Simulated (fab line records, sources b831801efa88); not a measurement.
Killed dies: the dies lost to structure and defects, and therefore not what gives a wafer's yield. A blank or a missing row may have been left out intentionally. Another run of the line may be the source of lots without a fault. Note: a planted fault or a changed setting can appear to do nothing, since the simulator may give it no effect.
Matching of chambers / flow gf180mcu / GF_V4_CMP_26 on cmp-01: 4 sister chambers
The step polishes, stops on SiO2, t overpolish 15 s, target thk 0 nm. 16 wafers are shown with their chamber, then 8 later ones without.

## WAFERS PAIRED WITH THEIR CHAMBERS
wafer=L074.2; chamber=2; motor current A (A)=11.5; time to endpoint s (s)=90; overpolish run s (s)=15.002
wafer=L074.3; chamber=1; motor current A (A)=10.5; time to endpoint s (s)=80; overpolish run s (s)=14.994
wafer=L074.6; chamber=1; motor current A (A)=10.4; time to endpoint s (s)=81; overpolish run s (s)=14.996
wafer=L078.1; chamber=3; motor current A (A)=10.2; time to endpoint s (s)=82; overpolish run s (s)=14.995
wafer=L078.4; chamber=0; motor current A (A)=11.9; time to endpoint s (s)=78; overpolish run s (s)=15.004
wafer=L078.5; chamber=0; motor current A (A)=12.1; time to endpoint s (s)=76; overpolish run s (s)=14.986
wafer=L082.1; chamber=3; motor current A (A)=10.8; time to endpoint s (s)=80; overpolish run s (s)=15.002
wafer=L082.3; chamber=2; motor current A (A)=11.8; time to endpoint s (s)=82; overpolish run s (s)=15.013
wafer=L082.5; chamber=2; motor current A (A)=11.6; time to endpoint s (s)=83; overpolish run s (s)=14.999
wafer=L083.1; chamber=1; motor current A (A)=9.9; time to endpoint s (s)=77; overpolish run s (s)=14.981
wafer=L083.2; chamber=0; motor current A (A)=11.6; time to endpoint s (s)=79; overpolish run s (s)=14.993
wafer=L083.4; chamber=2; motor current A (A)=11.9; time to endpoint s (s)=86; overpolish run s (s)=15.013
wafer=L087.1; chamber=3; motor current A (A)=10.1; time to endpoint s (s)=79; overpolish run s (s)=14.997
wafer=L087.2; chamber=1; motor current A (A)=10.1; time to endpoint s (s)=77; overpolish run s (s)=15.007
wafer=L087.5; chamber=1; motor current A (A)=10.1; time to endpoint s (s)=75; overpolish run s (s)=14.985
wafer=L094.4; chamber=2; motor current A (A)=11.7; time to endpoint s (s)=90; overpolish run s (s)=15.008

SIGNATURES, as means of the wafers listed above
reading=motor current A; chamber 0=11.867; chamber 1=10.200; chamber 2=11.700; chamber 3=10.367; scatter within a chamber=0.251
reading=time to endpoint s; chamber 0=77.67; chamber 1=78.00; chamber 2=86.20; chamber 3=80.33; scatter within a chamber=2.74
reading=overpolish run s; chamber 0=14.99433; chamber 1=14.99260; chamber 2=15.00700; chamber 3=14.99800; scatter within a chamber=0.00799
Rule: for each reading, subtract the chamber's mean from the wafer's reading, divide by that reading's scatter and square the result; add these up over the readings and take the root, which gives the wafer's distance from the chamber. The wafer belongs to the nearest chamber; if the next one is less than 2 further off, it can't be placed. The scatter is the square root of a quotient: the sum, over the shown wafers, of each reading's squared deviation from its chamber's mean, divided by wafers minus chambers.

## WAFERS WHOSE CHAMBER IS MISSING
wafer=L094.5; motor current A (A)=10.7; time to endpoint s (s)=75; overpolish run s (s)=14.996
wafer=L094.6; motor current A (A)=11.5; time to endpoint s (s)=88; overpolish run s (s)=15.005
wafer=L095.2; motor current A (A)=10.7; time to endpoint s (s)=84; overpolish run s (s)=15.021
wafer=L095.3; motor current A (A)=12.0; time to endpoint s (s)=81; overpolish run s (s)=14.989
wafer=L095.5; motor current A (A)=10.7; time to endpoint s (s)=82; overpolish run s (s)=14.997
wafer=L096.3; motor current A (A)=12.8; time to endpoint s (s)=82; overpolish run s (s)=15.013
wafer=L096.4; motor current A (A)=11.3; time to endpoint s (s)=84; overpolish run s (s)=14.983
wafer=L096.5; motor current A (A)=10.6; time to endpoint s (s)=78; overpolish run s (s)=15.001

## WHICH CHAMBER EACH WENT THROUGH
wafer=L094.5; from the rows above=can't be placed: 1 or 3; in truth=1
wafer=L094.6; from the rows above=2; in truth=2
wafer=L095.2; from the rows above=can't be placed: 3 or 2 or 1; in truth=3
wafer=L095.3; from the rows above=can't be placed: 0 or 2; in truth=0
wafer=L095.5; from the rows above=can't be placed: 3 or 1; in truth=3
wafer=L096.3; from the rows above=can't be placed: 0 or 2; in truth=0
wafer=L096.4; from the rows above=can't be placed: 2 or 0 or 3 or 1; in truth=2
wafer=L096.5; from the rows above=can't be placed: 3 or 1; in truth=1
1 of 8 placed correctly. Not placeable from these rows: 7 (in 7, the candidates include the true chamber). 0 placed wrongly.
